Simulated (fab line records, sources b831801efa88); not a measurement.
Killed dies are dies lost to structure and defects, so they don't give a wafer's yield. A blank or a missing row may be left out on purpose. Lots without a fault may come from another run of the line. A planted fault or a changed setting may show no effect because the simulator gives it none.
Chamber matching | flow gf180mcu | GF_V3_CVD_02 on pecvd-04: 3 sister chambers
The step deposits SiO2 from TEOS, target thk 850 nm, time 94.851 s. 6 wafers are shown with their chamber, then 8 later ones without.

WAFERS WITH THEIR CHAMBER
wafer  | chamber | heater_power_outer_w (W) | heater_power_w (W)
L081.4 | 2       | 416                      | 709
L083.4 | 0       | 338                      | 613
L091.3 | 1       | 354                      | 686
L091.4 | 1       | 259                      | 561
L091.5 | 0       | 364                      | 644
L092.1 | 2       | 361                      | 647

WAFERS WITHOUT THEIR CHAMBER
wafer  | heater_power_outer_w (W) | heater_power_w (W)
L092.3 | 287                      | 517
L092.6 | 325                      | 585
L093.2 | 355                      | 687
L093.4 | 317                      | 566
L093.6 | 261                      | 560
L097.2 | 363                      | 700
L097.3 | 277                      | 520
L097.4 | 371                      | 658

WHICH CHAMBER EACH WENT THROUGH
wafer  | from the rows above          | in truth
L092.3 | can't be placed: 1 or 0 or 2 | 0
L092.6 | can't be placed: 1 or 0 or 2 | 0
L093.2 | can't be placed: 2 or 0 or 1 | 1
L093.4 | can't be placed: 1 or 0 or 2 | 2
L093.6 | can't be placed: 1 or 0 or 2 | 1
L097.2 | can't be placed: 2 or 0 or 1 | 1
L097.3 | can't be placed: 1 or 0 or 2 | 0
L097.4 | can't be placed: 2 or 0 or 1 | 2
Placed correctly: 0 of 8. Can't be placed from these rows: 8 (the true chamber is among the candidates in 8). Placed wrongly: 0.
How it was worked out, from the rows above alone: a wafer's distance from a chamber is the root of the sum, over the readings, of the square of ((its reading less the chamber's mean) divided by the reading's scatter). The wafer belongs to the nearest chamber; if the next one is less than 2 further off, it can't be placed. A chamber's mean is the mean of its shown wafers. The scatter: the root of (the sum of the squares of (reading less its chamber's mean) over the shown wafers, divided by (wafers less chambers)).
